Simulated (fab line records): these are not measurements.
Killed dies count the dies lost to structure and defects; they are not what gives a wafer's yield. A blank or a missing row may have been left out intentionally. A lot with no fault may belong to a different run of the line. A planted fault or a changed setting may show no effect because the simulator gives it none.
Struck lot and sound lot, side by side ; flow gf180mcu ; 38 out of 602 route steps
Sound: the wafers L242.1, L242.3, L242.6. Struck: wafers L258.3, L258.4 (left out: L258.6, a lot-mate that was not struck); the cause follows at the end.
At each step with rows: each side's tool, then ch and its chambers, then its first start. Under that, the readings that differ: sound wafers ; struck wafers ; difference of the means ; sigmas: that difference in standard deviations of wafers without a fault.
alike: a reading whose means differ by less than 2 such deviations, as well as words and numbers matching on both sides. not compared: withheld readings; readings where some wafer has no value; bounds like >300 that might hide an equal value; numbers whose values overlap and for which the record gives no deviation.
The two part at a step that has a row with sigmas, a row that says differs or no value, or rows on one side only. Numbers that don't overlap but have no deviation are shown without sigmas and don't part them. Lack of a reading on every wafer of one side parts them only where that side has two or more wafers.

first, 4 steps without rows for these wafers: GF_M2_SOFTBAKE_10 (time 60 s); GF_M2_EXPOSE_11 (exposes mask Metal2, target cd 280 nm); GF_M2_PEB_12 (peb time 90 s); GF_M2_DEVELOP_13 (develop time 60 s).
GF_M2_CD_MEAS_14: the cd target is 280 nm.
  sound on cd_sem-02 at day 19 10:56; struck on cd_sem-02 at day 26 01:52
  alike: cd_nm
GF_M2_OVL_MEAS_15:
  sound on overlay-01 at day 19 11:04; struck on overlay-02 at day 26 01:58
  alike: M2_OVL
GF_M2_METAL_ETCH_16: etches the open film in Cl2/BCl3, stops on SiO2, target depth 627.5 nm, time 104.6 s.
  sound on rie_metal-02 ch 0,1, day 19 11:05; struck on rie_metal-03 ch 0,1, day 26 02:02
reading;sound;struck;difference;sigmas
oes_product_au (a.u.);0.984 0.974 0.981;0.965 0.969;-0.013;-2
  alike: bcl3_flow_sccm, drypump_motor_current_A, throttle_valve_pct
  not compared: rf_hours_counter_h
then, 4 steps without rows for these wafers: GF_M2_STRIP_17 (strips in O2/N2); GF_M2_STRIP_18 (strips in post etch residue remover, time 1200 s); GF_M2_CLEAN_19 (cleans in DIW); GF_V2_CVD_00 (deposits SiO2, target thk 600 nm, time 100 s).
GF_V2_THK_MEAS_01:
  sound on film_metro-03 at day 19 11:51; struck on film_metro-03 at day 26 02:44
  alike: V2_CVD_00_THK
GF_V2_CVD_02: deposits SiO2 from TEOS, target thk 850 nm, time 94.851 s.
  sound on pecvd-02 ch 2, day 19 11:55; struck on pecvd-04 ch 1,2, day 26 02:46
reading;sound;struck;difference;sigmas
model.SiO2_of_V2_CVD_02.thk_nm (nm);841.7 849.5 853.7;610.4 605.5;-240.4;
  alike: heater_power_w
GF_V2_THK_MEAS_03:
  sound on film_metro-02 at day 19 12:01; struck on film_metro-02 at day 26 03:05
reading;sound;struck;difference;sigmas
V2_CVD_02_THK (nm);842 849 854;610 605;-241;-24
  not compared: hold
GF_V2_CMP_04: polishes SiO2.
  sound on cmp-01 ch 0,1,2, day 19 12:07; struck on cmp-02 ch 0,1, day 26 03:57
reading;sound;struck;difference;sigmas
hold;- - -;await_dispo/0.7h/release await_dispo/0.7h/release;no value on the sound wafers;
time_to_endpoint_s (s);70 70 77;33 35;-38;-7
  alike: motor_current_A
GF_V2_BOW_MEAS_05:
  sound on film_metro-02 at day 19 12:22; struck on film_metro-04 at day 26 04:38
reading;sound;struck;difference;sigmas
V2_BOW (um);84 88 105;- -;no value on the struck wafers;
  not compared: hold
then, 7 steps without rows for these wafers: GF_V2_HMDS_07 (prime time 60 s); GF_V2_COAT_08; GF_V2_COAT_09 (resist thk 1000 nm); GF_V2_SOFTBAKE_10 (time 60 s); GF_V2_EXPOSE_11 (exposes mask Via2, target cd 260 nm); GF_V2_PEB_12 (peb time 90 s); GF_V2_DEVELOP_13 (develop time 60 s).
GF_V2_CD_MEAS_14: the cd target is 260 nm.
  sound on cd_sem-01 at day 20 12:57; struck on cd_sem-01 at day 26 23:10
  alike: cd_nm
GF_V2_OVL_MEAS_15:
  sound on overlay-01 at day 20 13:04; struck on overlay-01 at day 26 23:16
  alike: V2_OVL
GF_V2_ETCH_16: etches BARC in N2/H2.
  sound on rie_diel-03 ch 1,3, day 20 13:06; struck on rie_diel-04 ch 1,3, day 26 23:17
  alike: drypump_motor_current_A, h2_flow_sccm, n2_flow_sccm, oes_product_au, throttle_valve_pct
GF_V2_ETCH_17: etches SiO2 in C4F8/O2/Ar, stops on TiN, target depth 630 nm.
  sound on rie_diel-03 ch 1,3; struck on rie_diel-04 ch 1,3
reading;sound;struck;difference;sigmas
oes_product_au (a.u.);0.852 0.846 0.860;0.842 0.841;-0.011;-2
model.V2.feature_depth_nm (nm);631.6 631.3 633.9;610.4 605.5;-24.3;
model.etch.depth_nm (nm);631.6 631.3 633.9;610.4 605.5;-24.3;
GF_V2_STRIP_18: strips in O2/N2.
  sound on plasma_asher-02 ch 0,1, day 20 13:14; struck on plasma_asher-03 ch 0,1, day 26 23:27
  alike: drypump_motor_current_A, heater_power_w, n2_flow_sccm, oes_product_au
  not compared: rf_hours_counter_h
then, 4 steps without rows for these wafers: GF_V2_STRIP_19 (strips in post etch residue remover, time 1200 s); GF_V2_CLEAN_20 (cleans in DIW); GF_V2_SPUTTER_21 (material Ti, target thk 15 nm, time 80.02 s); GF_V2_SPUTTER_22 (material TiN, target thk 10 nm, time 40 s).
GF_V2_CVD_23: deposits W, target thk 350 nm, time 104.94 s.
  sound on cvd_w-02 ch 0,1, day 20 13:52; struck on cvd_w-01 ch 0,1, day 27 00:05
  alike: heater_power_w
GF_V2_RS_MEAS_24: uses a four-point probe to measure.
  sound on film_metro-02 at day 20 13:59; struck on film_metro-04 at day 27 00:12
  alike: V2_W_RS
GF_V2_THK_MEAS_25: measures by xrf.
  sound on film_metro-02 at day 20 14:06; struck on film_metro-04 at day 27 00:18
  alike: V2_W_THK
GF_V2_CMP_26: polishes, stops on SiO2, t overpolish 15 s, target thk 0 nm.
  sound on cmp-02 ch 0,2,3, day 20 14:13; struck on cmp-02 ch 0,2, day 27 00:20
reading;sound;struck;difference;sigmas
time_to_endpoint_s (s);76 76 78;87 80;+7;+2
model.SiO2_of_V2_CVD_02.thk_nm (nm);627.9 627.5 630.2;606.6 601.7;-24.4;
  alike: motor_current_A, overpolish_run_s
GF_M3_SPUTTER_00: material Ti, target thk 37.5 nm, time 150 s.
  sound on pvd_sputter-01 at day 20 14:28; struck on pvd_sputter-02 at day 27 00:40
  alike: throttle_valve_pct
-- the record jumps here: 7 days lie between the struck wafers' starts before and after (it left off in module M3 and takes up again in module PASSIVATION, whose first step shown is number 602 of the route) --
GF_PASSIVATION_PROBE_99:
  sound on prober-02 at day 29 03:24; struck on prober-02 at day 34 05:40
reading;sound;struck;difference;sigmas
model.etest.met3_comb.leak_log10_a_um;-11.7 -12.01 -11.95;-7.174 -6.97;+4.815;

== WHERE THEY PART ==
First at GF_M2_METAL_ETCH_16; last, within this record, at GF_V2_CMP_26. Later steps at which nothing parts them and some readings are alike: GF_M3_SPUTTER_00.

WHY: what the simulator had put in
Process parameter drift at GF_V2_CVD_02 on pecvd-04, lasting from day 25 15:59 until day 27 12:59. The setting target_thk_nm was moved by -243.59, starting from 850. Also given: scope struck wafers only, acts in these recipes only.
